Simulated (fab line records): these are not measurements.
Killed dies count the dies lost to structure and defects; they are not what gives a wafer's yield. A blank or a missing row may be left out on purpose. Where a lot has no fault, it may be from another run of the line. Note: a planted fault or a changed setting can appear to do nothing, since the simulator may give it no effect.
2 desks, one fault | flow gf180mcu | every desk sees just its own numbers, and what lay behind them comes last

== DESK OF THE TOOL OWNER: pecvd-02 ==
The tool's own readings at GF_SAB_CVD_00 (deposits SiO2 from TEOS, target thk 50 nm, time 4.9302 s): means of the sampled wafers that have a number, for each lot that ran on this tool. The brackets show how far a lot's mean lies from the usual mean; more than 4 standard deviations puts the lot out of limits, marked OUT.
Columns: A = heater_power_w at GF_SAB_CVD_00, usual 610 W
lot  | first seen here | A
L500 | day 17 10:56    | 697
L501 | day 17 19:59    | 674
L507 | day 20 01:26    | 729
L513 | day 21 17:47    | 736
This desk found nothing out of limits on any of the 4 lots.

== METROLOGY DESK ==
What the gauges read, lot by lot, whatever tool the lot ran on: means of the sampled wafers that have a number. The brackets show how far a lot's mean lies from the usual mean; more than 4 standard deviations puts the lot out of limits, marked OUT.
Columns: A = HV_LDD_TW at GF_HV_LDD_TW_MEAS_11, usual 2439; B = NSD_OVL at GF_NSD_OVL_MEAS_08, usual 0.5 nm; C = SAB_CVD_00_THK at GF_SAB_THK_MEAS_01, usual 50.1 nm
lot  | first seen here | A    | B    | C
L491 | day 10 02:52    | 2460 | 0.0  | 50.0
L499 | day 12 14:05    | 2487 | 1.9  | 50.4
L500 | day 12 18:47    | 2368 | -1.4 | 52.9 (+4.4) OUT
L501 | day 13 03:03    | 2459 | 2.4  | 53.2 (+4.9) OUT
L502 | day 13 12:27    | 2364 | 1.6  | 50.5
L503 | day 14 02:18    | 2461 | 1.1  | 49.4
L506 | day 14 15:27    | 2448 | -0.5 | 49.5
L507 | day 14 23:57    | 2460 | 0.2  | 50.1
L509 | day 15 10:26    | 2379 | -0.6 | 49.8
L511 | day 16 07:37    | 2470 | 1.2  | 49.9
L512 | day 16 11:29    | 2454 | 0.7  | 50.1
L513 | day 16 14:42    | 2455 | 2.0  | 50.3
L514 | day 17 03:06    | 2441 | 0.7  | 50.3
This desk reports L500, L501 out of limits; the earliest was L500 at day 17 10:58 (SAB_CVD_00_THK at GF_SAB_THK_MEAS_01). L491, L499, L502, L503, L506, L507, L509, L511, L512, L513, L514: within limits.

== PUT TOGETHER ==
An alarm was possible from the metrology desk at day 17 10:58, on L500, L501.
The desk of the tool owner found nothing out of limits.
On record at the tool owner's desk: L500, L501, within its limits.
On pecvd-02, each named lot ran GF_SAB_CVD_00.

== WHAT THE SIMULATOR HAD INSERTED ==
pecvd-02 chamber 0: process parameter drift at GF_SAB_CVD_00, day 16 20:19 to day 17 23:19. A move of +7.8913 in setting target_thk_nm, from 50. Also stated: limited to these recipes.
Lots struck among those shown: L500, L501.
Per desk, hours elapsed from the start of the fault to the first reading out of limits: for the metrology desk, 15.
